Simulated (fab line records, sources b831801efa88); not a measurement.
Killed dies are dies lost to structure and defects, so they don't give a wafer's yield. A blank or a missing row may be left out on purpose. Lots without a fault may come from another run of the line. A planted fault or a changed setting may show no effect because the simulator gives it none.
fab line records | flow gf180mcu | part 1 of 2: steps 1 to 31 of 43
record lots=5 wafers=15 last_day=34
route steps=602 shown POLY_GATE@157 HV_LDD@176
lots that met no fault: from a run of the same line without faults
start_h: hours from the record's first day to the start of the lot's first wafer shown | wait_h: hours since the lot's step before | " the same as in the row above | L1.1+2: a row that stands for several wafers | - no value, or no start given | * or withheld: withheld | < > ~ a bound
route shown NAME@n: a module of which the file shows steps, and the number in the route of the first | usual: mean/standard deviation of fault-free wafers | same: alike in all rows | chamber/n: place in a boat | sites: the reading at each site | _std_site: their standard deviation | _edge_site: outer sites' mean less inner sites' | radius_mm: how far each site lies from the wafer's centre | mask NAME#n: copy n | behind: the tool/chamber that last shaped the wafer | hold: why the lot was held/for how many hours/how that ended | device: the transistor (n, p or np) that didn't switch | end of line: the same wafers' tests at the end of the route | a step without rows: its recipe alone | killed: dies lost to structure and defects at the first sort, not the wafer's yield | map: a wafer's dies, x killed, . not, _ none there
set.NAME: the setting as run; set.NAME@STEP: as run at that earlier step | model.NAME: the simulator's own value behind a step, which no gauge read
lots at some steps of the route; a table a step, a row a wafer
services: from which hour (start_h, from the record's first day; less than 0 if before it) a tool's chamber was out of use, for how many hours, and why
## steps
# step GF_POLY_GATE_CVD_00
# recipe material=poly-Si target_thk_nm=200 temp_c=620 time_s=1200 pressure_mtorr=200
# columns lot.wafer tool chamber start_h wait_h
L083.2+4+6 lpcvd-01 0 245.80 0.0
L088.2+5+6 lpcvd-01 1 281.29 0.0
L092.2+4+5 lpcvd-01 1 306.53 0.0
L093.1+2+3 lpcvd-02 0 313.94 0.0
L097.1+3+4 lpcvd-01 0 340.08 0.0
# step GF_POLY_GATE_THK_MEAS_01
# recipe reads=poly-Si_of_POLY_GATE_CVD_00
# usual POLY_GATE_CVD_00_THK=199.1/1.5
# columns lot.wafer tool chamber start_h wait_h POLY_GATE_CVD_00_THK[nm]
L083.2 film_metro-04 - 247.14 0.0 199.1
L083.4 " - " " 198.6
L083.6 " - " " 199.3
L088.2 film_metro-02 - 282.63 0.0 197.3
L088.5 " - " " 197.2
L088.6 " - " " 196.5
L092.2 film_metro-02 - 307.87 0.0 203.0
L092.4 " - " " 201.2
L092.5 " - " " 201.2
L093.1 film_metro-02 - 315.27 0.0 200.3
L093.2 " - " " 199.4
L093.3 " - " " 199.4
L097.1 film_metro-01 - 341.41 0.0 200.3
L097.3 " - " " 198.2
L097.4 " - " " 198.9
# step GF_POLY_GATE_DEHYDRATE_02
# recipe temp_c=200 time_s=60
# columns lot.wafer tool chamber start_h wait_h
L083.2+4+6 litho_track-04 0 255.79 8.6
L088.2+5+6 litho_track-02 0 291.94 9.3
L092.2+4+5 litho_track-04 0 317.64 9.8
L093.1+2+3 litho_track-04 0 324.66 9.4
L097.1+3+4 litho_track-01 0 351.34 9.9
# step GF_POLY_GATE_HMDS_03
# recipe prime_time_s=60 prime_temp_c=120
# columns lot.wafer tool chamber start_h wait_h
L083.2+4+6 litho_track-04 0 255.94 0.1
L088.2+5+6 litho_track-02 0 292.09 0.1
L092.2+4+5 litho_track-04 0 317.79 0.1
L093.1+2+3 litho_track-04 0 324.81 0.1
L097.1+3+4 litho_track-01 0 351.49 0.1
# step GF_POLY_GATE_COAT_04
# recipe resist=BARC temp_c=withheld time_s=withheld spin_rpm=withheld resist_thk_nm=withheld
# columns lot.wafer tool chamber start_h wait_h
L083.2+4+6 litho_track-04 0 256.09 0.1
L088.2+5+6 litho_track-02 0 292.24 0.1
L092.2+4+5 litho_track-04 0 317.94 0.1
L093.1+2+3 litho_track-04 0 324.96 0.1
L097.1+3+4 litho_track-01 0 351.64 0.1
# step GF_POLY_GATE_COAT_05
# recipe resist=KrF spin_rpm=withheld resist_thk_nm=700
# columns lot.wafer tool chamber start_h wait_h
L083.2+4+6 litho_track-04 0 - -
L088.2+5+6 litho_track-02 0 - -
L092.2+4+5 litho_track-04 0 - -
L093.1+2+3 litho_track-04 0 - -
L097.1+3+4 litho_track-01 0 - -
# step GF_POLY_GATE_SOFTBAKE_06
# recipe temp_c=130 time_s=60 resist=KrF
# columns lot.wafer tool chamber start_h wait_h
L083.2+4+6 litho_track-04 0 - -
L088.2+5+6 litho_track-02 0 - -
L092.2+4+5 litho_track-04 0 - -
L093.1+2+3 litho_track-04 0 - -
L097.1+3+4 litho_track-01 0 - -
# step GF_POLY_GATE_EXPOSE_07
# recipe mask_id=Poly2 target_cd_nm=280 na=0.68 source_shape=conventional sigma_outer=0.6 dose_mj=28
# columns lot.wafer tool chamber start_h wait_h mask
L083.2+4+6 krf_scanner-02 0 - - Poly2#0
L088.2+5+6 krf_scanner-02 0 - - Poly2#0
L092.2+4+5 krf_scanner-01 0 - - Poly2#0
L093.1+2+3 krf_scanner-01 0 - - Poly2#0
L097.1+3+4 krf_scanner-01 0 - - Poly2#0
# step GF_POLY_GATE_PEB_08
# recipe peb_temp_c=135 peb_time_s=90 resist=KrF
# columns lot.wafer tool chamber start_h wait_h
L083.2+4+6 litho_track-04 0 - -
L088.2+5+6 litho_track-02 0 - -
L092.2+4+5 litho_track-02 0 - -
L093.1+2+3 litho_track-02 0 - -
L097.1+3+4 litho_track-01 0 - -
# step GF_POLY_GATE_DEVELOP_09
# recipe develop_time_s=60 resist=KrF dev_temp_c=21
# columns lot.wafer tool chamber start_h wait_h
L083.2+4+6 litho_track-04 0 266.24 0.2
L088.2+5+6 litho_track-02 0 302.64 0.2
L092.2+4+5 litho_track-02 0 328.39 0.2
L093.1+2+3 litho_track-02 0 336.16 0.2
L097.1+3+4 litho_track-01 0 362.14 0.2
# step GF_POLY_GATE_CD_MEAS_10
# recipe target_cd_nm=280
# usual cd_nm=279.8/1.2
# columns lot.wafer tool chamber start_h wait_h cd_nm
L083.2 cd_sem-02 - 266.39 0.1 279.6
L083.4 " - " " 279.7
L083.6 " - " " 279.1
L088.2 cd_sem-02 - 302.78 0.1 281.2
L088.5 " - " " 280.1
L088.6 " - " " 279.9
L092.2 cd_sem-02 - 328.53 0.1 279.9
L092.4 " - " " 280.5
L092.5 " - " " 278.9
L093.1 cd_sem-01 - 336.31 0.1 278.1
L093.2 " - " " 278.9
L093.3 " - " " 278.9
L097.1 cd_sem-02 - 362.29 0.1 281.5
L097.3 " - " " 282.0
L097.4 " - " " 282.7
# step GF_POLY_GATE_OVL_MEAS_11
# usual POLY_GATE_OVL=1/4.9
# columns lot.wafer tool chamber start_h wait_h POLY_GATE_OVL[nm]
L083.2 overlay-01 - 266.49 0.1 -4
L083.4 " - " " -5
L083.6 " - " " 3
L088.2 overlay-02 - 302.89 0.1 5
L088.5 " - " " 9
L088.6 " - " " 7
L092.2 overlay-02 - 328.64 0.1 1
L092.4 " - " " 0
L092.5 " - " " -1
L093.1 overlay-01 - 336.43 0.1 2
L093.2 " - " " 8
L093.3 " - " " 3
L097.1 overlay-01 - 362.41 0.1 2
L097.3 " - " " 8
L097.4 " - " " -3
# step GF_POLY_GATE_ETCH_12
# recipe chemistry=N2/H2 target_depth_a=withheld overetch_a=withheld time_s=withheld target=BARC ion_energy_ev=200 source_w=500 bias_w=100 pressure_mtorr=30 n2_flow_sccm=100 h2_flow_sccm=200
# usual bias_w=100.0/0.3 drypump_motor_current_A=5.7/0.32 n2_flow_sccm=100.0/0.31 oes_product_au=0.735/0.0047 throttle_valve_pct=13.215/0.0089
# columns lot.wafer tool chamber start_h wait_h bias_w drypump_motor_current_A n2_flow_sccm oes_product_au throttle_valve_pct
L083.2 rie_diel-02 1 266.52 0.0 100.0 5.8 100.1 0.738 13.228
L083.4 " 0 " " 99.3 5.5 99.8 0.730 13.206
L083.6 " 1 " " 99.8 5.8 99.4 0.735 13.211
L088.2 rie_diel-04 0 302.92 0.0 100.3 6.3 100.6 0.738 13.213
L088.5 " 2 " " 100.1 5.5 100.0 0.738 13.220
L088.6 " 1 " " 99.6 5.7 100.0 0.739 13.209
L092.2 rie_diel-01 0 328.67 0.0 99.9 6.5 99.4 0.741 13.197
L092.4 " 2 " " 100.2 5.6 100.1 0.735 13.208
L092.5 " 3 " " 99.8 5.5 100.0 0.736 13.220
L093.1 rie_diel-01 2 336.47 0.0 99.8 5.7 100.0 0.739 13.209
L093.2 " 3 " " 99.9 5.5 100.1 0.734 13.215
L093.3 " 1 " " 100.1 5.9 100.4 0.739 13.216
L097.1 rie_diel-01 1 362.44 0.0 99.8 5.9 99.9 0.732 13.211
L097.3 " 3 " " 100.4 5.5 99.6 0.732 13.212
L097.4 " 2 " " 100.3 5.6 100.4 0.735 13.231
# step GF_POLY_GATE_ETCH_13
# recipe target=poly-Si target_depth_nm=198.5 stop_on=SiO2 over_etch_frac=0.403 chemistry=HBr/Cl2 icp_w=400 bias_w=100 pressure_mtorr=10 HBr_flow_sccm=150 Cl2_flow_sccm=50 time_s=69.6
# usual HBr_flow_sccm=150.0/0.45 bias_w=100.0/0.31 drypump_motor_current_A=5.7/0.46 oes_product_au=0.990/0.0065 throttle_valve_pct=33.685/0.0096
# columns lot.wafer tool chamber start_h wait_h HBr_flow_sccm bias_w drypump_motor_current_A oes_product_au rf_hours_counter_h throttle_valve_pct
L083.2 rie_si-02 1 266.57 - 149.2 100.1 5.2 0.994 0 33.685
L083.4 " 1 " " 149.4 99.9 5.2 0.990 - 33.675
L083.6 " 0 " " 149.9 100.1 6.1 0.992 - 33.701
L088.2 rie_si-02 0 302.97 - 149.8 99.7 6.1 0.981 72 33.667
L088.5 " 3 " " 149.8 100.4 5.6 0.981 - 33.662
L088.6 " 2 " " 150.0 100.2 5.1 0.980 - 33.689
L092.2 rie_si-01 0 328.72 - 149.8 99.5 5.6 0.995 21 33.683
L092.4 " 0 " " 150.0 99.8 5.6 0.986 - 33.707
L092.5 " 2 " " 150.6 99.8 5.6 0.991 - 33.687
L093.1 rie_si-02 1 336.52 - 150.0 100.1 5.2 0.992 1 33.692
L093.2 " 3 " " 150.4 100.4 5.6 0.981 1 33.667
L093.3 " 2 " " 149.7 99.8 5.1 0.991 5 33.682
L097.1 rie_si-01 3 362.49 - 150.4 99.7 6.1 0.997 72 33.715
L097.3 " 1 " " 150.6 100.3 6.6 0.996 0 33.702
L097.4 " 2 " " 149.7 99.4 5.6 0.985 6 33.697
# step GF_POLY_GATE_STRIP_14
# recipe chemistry=O2/N2 power_w=1400 pressure_mtorr=1500 platen_temp_c=250 o2_flow_sccm=3000 n2_flow_sccm=300 overash_fraction=0.5
# usual drypump_motor_current_A=5.6/0.48 heater_power_w=329/25 n2_flow_sccm=300.0/0.92 oes_product_au=0.504/0.0045
# columns lot.wafer tool chamber start_h wait_h drypump_motor_current_A heater_power_w n2_flow_sccm oes_product_au rf_hours_counter_h
L083.2 plasma_asher-02 0 266.63 0.0 6.3 296 299.1 0.499 62
L083.4 " 1 " " 6.3 290 299.2 0.501 -
L083.6 " 0 " " 6.3 300 301.8 0.503 -
L088.2 plasma_asher-04 1 303.03 0.0 5.7 360 300.9 0.503 63
L088.5 " 1 " " 5.8 363 301.2 0.507 -
L088.6 " 0 " " 5.2 338 299.5 0.496 -
L092.2 plasma_asher-01 0 328.78 0.0 5.0 323 298.9 0.506 55
L092.4 " 0 " " 5.0 325 297.8 0.500 -
L092.5 " 1 " " 5.7 356 299.8 0.505 -
L093.1 plasma_asher-04 0 336.58 0.0 5.2 339 300.3 0.507 66
L093.2 " 1 " " 5.8 356 300.5 0.498 66
L093.3 " 0 " " 5.2 329 300.2 0.513 -
L097.1 plasma_asher-04 1 362.55 0.0 5.7 354 299.5 0.505 69
L097.3 " 0 " " 5.2 326 300.0 0.498 -
L097.4 " 1 " " 5.8 352 300.1 0.513 -
# step GF_POLY_GATE_CLEAN_15
# recipe chemistry=SC1/SC2 mix=1:4:20 temp_c=70 time_s=150 dry=n2_spin
# usual bath_guard_temp_C=69.9/0.46
# columns lot.wafer tool chamber start_h wait_h bath_guard_temp_C
L083.2 wet_bench-02 1 266.73 0.1 69.9
L083.4 " 1 " " 69.6
L083.6 " 1 " " 69.8
L088.2 wet_bench-03 2 303.13 0.1 70.6
L088.5 " 2 " " 70.6
L088.6 " 2 " " 70.7
L092.2 wet_bench-04 2 328.88 0.1 69.9
L092.4 " 2 " " 69.3
L092.5 " 2 " " 69.6
L093.1 wet_bench-03 1 336.68 0.1 70.3
L093.2 " 1 " " 70.0
L093.3 " 1 " " 69.7
L097.1 wet_bench-04 0 362.65 0.1 69.4
L097.3 " 0 " " 69.9
L097.4 " 0 " " 69.6
# step GF_POLY_GATE_OXIDATION_16
# recipe temp_c=850 ambient=O2 stabilise_s=600 purge_s=300 target_thk_a=40 ox_time_s=899
# same purge_s=300
# columns lot.wafer tool chamber start_h wait_h
L083.2+4+6 furnace-01 0 267.04 0.3
L088.2+5+6 furnace-01 0 303.84 0.7
L092.2+4+5 furnace-01 0 329.37 0.4
L093.1+2+3 furnace-02 0 336.73 0.0
L097.1+3+4 furnace-01 0 362.96 0.3
# step GF_POLY_GATE_THK_MEAS_17
# recipe reads=SiO2_of_POLY_GATE_OXIDATION_16
# usual POLY_GATE_OXIDATION_THK=4.00/0.084
# columns lot.wafer tool chamber start_h wait_h POLY_GATE_OXIDATION_THK[nm]
L083.2 film_metro-01 - 268.30 0.0 4.02
L083.4 " - " " 4.04
L083.6 " - " " 4.12
L088.2 film_metro-02 - 305.10 0.0 3.99
L088.5 " - " " 3.97
L088.6 " - " " 3.96
L092.2 film_metro-01 - 330.63 0.0 4.08
L092.4 " - " " 4.02
L092.5 " - " " 4.17
L093.1 film_metro-02 - 337.97 0.0 3.95
L093.2 " - " " 3.98
L093.3 " - " " 3.93
L097.1 film_metro-02 - 364.21 0.0 3.98
L097.3 " - " " 4.08
L097.4 " - " " 4.03
# step GF_POLY_GATE_CD_MEAS_18
# usual cd_nm=280.2/2.5
# columns lot.wafer tool chamber start_h wait_h cd_nm
L083.2 cd_sem-01 - 268.37 0.1 284.2
L083.4 " - " " 284.9
L083.6 " - " " 280.2
L088.2 cd_sem-01 - 305.18 0.1 284.5
L088.5 " - " " 279.8
L088.6 " - " " 282.7
L092.2 cd_sem-01 - 330.76 0.1 281.2
L092.4 " - " " 282.9
L092.5 " - " " 274.4
L093.1 cd_sem-02 - 338.03 0.1 281.1
L093.2 " - " " 275.6
L093.3 " - " " 281.6
L097.1 cd_sem-01 - 364.27 0.1 284.9
L097.3 " - " " 277.9
L097.4 " - " " 280.9
# step GF_HV_LDD_DEHYDRATE_00
# recipe temp_c=200 time_s=60
# columns lot.wafer tool chamber start_h wait_h
L083.2+4+6 litho_track-01 0 277.26 8.9
L088.2+5+6 litho_track-03 0 314.98 9.8
L092.2+4+5 litho_track-04 0 341.24 10.4
L093.1+2+3 litho_track-01 0 348.09 10.0
L097.1+3+4 litho_track-03 0 375.10 10.8
# step GF_HV_LDD_HMDS_01
# recipe prime_time_s=60 prime_temp_c=120
# columns lot.wafer tool chamber start_h wait_h
L083.2+4+6 litho_track-01 0 277.41 0.1
L088.2+5+6 litho_track-03 0 315.13 0.1
L092.2+4+5 litho_track-04 0 341.39 0.1
L093.1+2+3 litho_track-01 0 348.24 0.1
L097.1+3+4 litho_track-03 0 375.25 0.1
# step GF_HV_LDD_COAT_02
# recipe resist=NOVOLAK spin_rpm=3000 resist_thk_nm=1000
# columns lot.wafer tool chamber start_h wait_h
L083.2+4+6 litho_track-01 0 277.56 0.1
L088.2+5+6 litho_track-03 0 315.28 0.1
L092.2+4+5 litho_track-04 0 341.54 0.1
L093.1+2+3 litho_track-01 0 348.39 0.1
L097.1+3+4 litho_track-03 0 375.40 0.1
# step GF_HV_LDD_SOFTBAKE_03
# recipe temp_c=90 time_s=60 resist=NOVOLAK
# columns lot.wafer tool chamber start_h wait_h
L083.2+4+6 litho_track-01 0 277.71 0.1
L088.2+5+6 litho_track-03 0 315.43 0.1
L092.2+4+5 litho_track-04 0 341.69 0.1
L093.1+2+3 litho_track-01 0 348.54 0.1
L097.1+3+4 litho_track-03 0 375.55 0.1
# step GF_HV_LDD_EXPOSE_04
# recipe mask_id=Nplus_LV_AREA target_cd_nm=400 na=0.6 source_shape=conventional sigma_outer=0.6 dose_mj=140
# columns lot.wafer tool chamber start_h wait_h mask
L083.2+4+6 iline_stepper-01 0 - - Nplus_LV_AREA#0
L088.2+5+6 iline_stepper-01 0 - - Nplus_LV_AREA#0
L092.2+4+5 iline_stepper-02 0 - - Nplus_LV_AREA#0
L093.1+2+3 iline_stepper-02 0 - - Nplus_LV_AREA#0
L097.1+3+4 iline_stepper-02 0 - - Nplus_LV_AREA#0
# step GF_HV_LDD_PEB_05
# recipe temp_c=withheld time_s=* resist=NOVOLAK
# columns lot.wafer tool chamber start_h wait_h
L083.2+4+6 litho_track-01 0 - -
L088.2+5+6 litho_track-01 0 - -
L092.2+4+5 litho_track-01 0 - -
L093.1+2+3 litho_track-04 0 - -
L097.1+3+4 litho_track-01 0 - -
# step GF_HV_LDD_DEVELOP_06
# recipe develop_time_s=60 dev_temp_c=23
# columns lot.wafer tool chamber start_h wait_h
L083.2+4+6 litho_track-01 0 287.56 0.1
L088.2+5+6 litho_track-01 0 325.66 0.1
L092.2+4+5 litho_track-01 0 352.56 0.1
L093.1+2+3 litho_track-04 0 359.26 0.1
L097.1+3+4 litho_track-01 0 386.29 0.1
# step GF_HV_LDD_CD_MEAS_07
# recipe target_cd_nm=400
# usual cd_nm=400.0/2
# columns lot.wafer tool chamber start_h wait_h cd_nm
L083.2 cd_sem-02 - 287.71 0.1 399.0
L083.4 " - " " 401.2
L083.6 " - " " 401.5
L088.2 cd_sem-02 - 325.81 0.1 400.3
L088.5 " - " " 400.7
L088.6 " - " " 400.5
L092.2 cd_sem-01 - 352.71 0.1 397.6
L092.4 " - " " 398.6
L092.5 " - " " 401.0
L093.1 cd_sem-01 - 359.41 0.1 401.3
L093.2 " - " " 400.4
L093.3 " - " " 401.1
L097.1 cd_sem-01 - 386.44 0.1 402.4
L097.3 " - " " 403.6
L097.4 " - " " 402.1
# step GF_HV_LDD_OVL_MEAS_08
# usual HV_LDD_OVL=0.2/1.2
# columns lot.wafer tool chamber start_h wait_h HV_LDD_OVL[nm]
L083.2 overlay-02 - 287.81 0.1 0.5
L083.4 " - " " 0.9
L083.6 " - " " 1.7
L088.2 overlay-01 - 325.91 0.1 -1.3
L088.5 " - " " 0.8
L088.6 " - " " -0.6
L092.2 overlay-01 - 352.81 0.1 0.7
L092.4 " - " " 0.3
L092.5 " - " " -0.6
L093.1 overlay-02 - 359.53 0.1 0.9
L093.2 " - " " -1.3
L093.3 " - " " 0.2
L097.1 overlay-02 - 386.56 0.1 -1.9
L097.3 " - " " 0.4
L097.4 " - " " 0.4
# step GF_HV_LDD_IMPLANT_09
# recipe species=As energy_kev=40 dose_cm2=1e+14 tilt_deg=7
# usual beam_energy_keV=40.001/0.012 faraday_current_uA=564/11
# columns lot.wafer tool chamber start_h wait_h beam_energy_keV faraday_current_uA
L083.2 implanter-04 0 287.87 0.0 40.005 556
L083.4 " 0 " " 40.032 579
L083.6 " 0 " " 40.008 560
L088.2 implanter-04 0 325.97 0.0 39.998 555
L088.5 " 0 " " 40.022 561
L088.6 " 0 " " 40.020 582
L092.2 implanter-01 0 352.87 0.0 39.984 561
L092.4 " 0 " " 39.994 548
L092.5 " 0 " " 39.993 551
L093.1 implanter-01 0 359.57 0.0 40.032 574
L093.2 " 0 " " 40.007 558
L093.3 " 0 " " 40.010 577
L097.1 implanter-04 0 386.59 0.0 40.021 569
L097.3 " 0 " " 39.999 551
L097.4 " 0 " " 39.990 587
# step GF_HV_LDD_STRIP_10
# recipe chemistry=O2/N2 power_w=1400 pressure_mtorr=1500 platen_temp_c=250 o2_flow_sccm=3000 n2_flow_sccm=300 overash_fraction=0.5
# usual drypump_motor_current_A=5.5/0.34 heater_power_w=341/14 n2_flow_sccm=300.0/0.99 oes_product_au=0.716/0.0045 strip_time_to_endpoint_s=12.65/0.044
# columns lot.wafer tool chamber start_h wait_h drypump_motor_current_A heater_power_w n2_flow_sccm oes_product_au rf_hours_counter_h strip_time_to_endpoint_s
L083.2 plasma_asher-03 1 287.99 0.1 5.6 344 300.1 0.709 18 12.73
L083.4 " 0 " " 5.9 335 299.6 0.716 - 12.65
L083.6 " 1 " " 5.6 356 298.5 0.712 - 12.70
L088.2 plasma_asher-04 0 326.09 0.1 5.2 328 299.0 0.716 65 12.68
L088.5 " 0 " " 5.2 341 299.3 0.711 - 12.66
L088.6 " 1 " " 5.8 345 300.0 0.719 - 12.69
L092.2 plasma_asher-04 1 352.99 0.1 5.7 357 298.7 0.720 68 12.61
L092.4 " 0 " " 5.2 328 298.0 0.710 - 12.60
L092.5 " 0 " " 5.2 332 300.3 0.719 - 12.62
L093.1 plasma_asher-01 1 359.72 0.1 5.7 349 301.9 0.721 58 12.64
L093.2 " 0 " " 5.0 324 300.1 0.721 58 12.63
L093.3 " 0 " " 4.9 325 300.0 0.715 - 12.56
L097.1 plasma_asher-04 0 386.74 0.1 5.2 328 299.1 0.722 72 12.64
L097.3 " 0 " " 5.2 322 300.0 0.720 - 12.63
L097.4 " 1 " " 5.7 359 299.6 0.711 - 12.68
# step GF_HV_LDD_TW_MEAS_11
# usual HV_LDD_TW=2415/22
# columns lot.wafer tool chamber start_h wait_h HV_LDD_TW
L083.2 film_metro-04 - 288.10 0.1 2434
L083.4 " - " " 2430
L083.6 " - " " 2418
L088.2 film_metro-04 - 326.20 0.1 2435
L088.5 " - " " 2427
L088.6 " - " " 2427
L092.2 film_metro-03 - 353.10 0.1 2411
L092.4 " - " " 2414
L092.5 " - " " 2415
L093.1 film_metro-03 - 359.82 0.1 2402
L093.2 " - " " 2409
L093.3 " - " " 2409
L097.1 film_metro-02 - 386.84 0.1 2383
L097.3 " - " " 2367
L097.4 " - " " 2381
